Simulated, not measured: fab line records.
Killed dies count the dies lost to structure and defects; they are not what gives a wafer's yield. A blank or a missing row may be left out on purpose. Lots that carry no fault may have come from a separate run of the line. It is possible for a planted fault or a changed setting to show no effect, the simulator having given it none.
Comparing a struck lot with a sound one | flow sfq line | 14 steps out of a route of 325
Sound: the wafers L155.1, L155.3, L155.5. Struck: wafer L164.4. (L164.2, L164.5 of the same lot were not struck and are left out.) The cause comes at the end.
For every step that has rows: the tool of each side, followed by ch and its chambers, followed by its first start. Under that, the readings that differ: sound wafers | struck wafers | difference of the means | sigmas: that difference in standard deviations of wafers without a fault.
alike: words and numbers the same on both sides, and readings whose means are apart by under 2 such deviations; not compared: readings that were withheld, readings missing a value for some wafer, numbers with overlapping values and no deviation given by the record, and bounds like >300 which may hide the same value.
Wherever a step has rows on one side only, a row that says differs or no value, or a row with sigmas, the two part there. When numbers do not overlap yet have no deviation, they are printed without sigmas and do not part them. A reading missing from all wafers of one side parts the sides only when that side holds two or more wafers.

first, 2 steps without rows for these wafers: SFQ_TRILAYER_L0_VIA_STRIP_SOLV_CLEAN_018 (cleans in NMP, time 600 s); SFQ_TRILAYER_M0_DEP_PRE_CLEAN_020 (time 15 s).
SFQ_TRILAYER_M0_DEP_SPUTTER_019: material Nb, target thk 200 nm, time 133.3 s.
  sound on pvd sputter-03, day 10 07:22; struck on pvd sputter-06, day 12 19:29
  alike: throttle valve pct
SFQ_M0_RS_MEAS_904: measures by four-point-probe.
  sound on film metro-02, day 10 07:27; struck on film metro-02, day 12 19:35
  alike: M0_NB_RS
then, 6 steps without rows for these wafers: SFQ_TRILAYER_M0_LITHO_COAT_026 (resist thk 62 nm); SFQ_TRILAYER_M0_LITHO_COAT_021 (resist thk 600 nm); SFQ_TRILAYER_M0_LITHO_SOFTBAKE_025; SFQ_TRILAYER_M0_LITHO_EXPOSE_022 (exposes mask M0, target cd 500 nm); SFQ_TRILAYER_M0_LITHO_PEB_024 (peb time 60 s); SFQ_TRILAYER_M0_LITHO_DEVELOP_023 (time 60 s).
-- the record jumps here: 6 days lie between the struck wafers' starts before and after --
SFQ_M0_OVL_MEAS_906:
  sound on overlay-02, day 15 07:53; struck on overlay-01, day 18 09:20
  alike: M0_OVL
SFQ_TRILAYER_M0_BARC_OPEN_METAL_ETCH_031: etches BARC in O2, target depth 125 nm, time 41.7 s.
  sound on rie metal-01 ch 0,1, day 15 07:55; struck on rie metal-01 ch 0, day 18 09:22
  reading                                             | sound             | struck | difference | sigmas
  oes product au (a.u.)                               | 0.684 0.683 0.680 | 0.723  | +0.041     | +8
  run length s (s)                                    | 70.3 70.1 69.9    | 66.5   | -3.6       | -10
  model.KrF_of_TRILAYER_M0_LITHO_COAT_021.thk nm (nm) | 521.9 522 522.1   | 524.4  | +2.4       |
  alike: drypump motor current A, he backside leak sccm
  not compared: rf hours counter h
SFQ_TRILAYER_M0_ETCH_METAL_ETCH_024: etches Nb in Cl2/Ar, stops on SiO2, target depth 240 nm, time 120 s.
  sound on rie metal-01 ch 0,1, day 15 07:59; struck on rie metal-01 ch 0, day 18 09:26
  reading                                             | sound             | struck | difference | sigmas
  model.KrF_of_TRILAYER_M0_LITHO_COAT_021.thk nm (nm) | 380.8 381.8 381.8 | 382.3  | +0.8       |
  alike: drypump motor current A, he backside leak sccm, oes product au, run length s
  not compared: rf hours counter h
SFQ_TRILAYER_M0_STRIP_STRIP_025: strips in O2.
  sound on rie metal-01 ch 0,1, day 15 08:07; struck on rie metal-01 ch 0, day 18 09:34
  alike: drypump motor current A, he backside leak sccm, oes product au
  not compared: rf hours counter h

## WHERE THEY PART
Only at SFQ_TRILAYER_M0_BARC_OPEN_METAL_ETCH_031, as far as this record shows. Later steps at which nothing parts them and some readings are alike: SFQ_TRILAYER_M0_ETCH_METAL_ETCH_024, SFQ_TRILAYER_M0_STRIP_STRIP_025.

WHY: what had been put in by the simulator
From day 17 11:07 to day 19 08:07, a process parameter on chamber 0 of rie metal-01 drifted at SFQ_TRILAYER_M0_BARC_OPEN_METAL_ETCH_031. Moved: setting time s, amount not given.
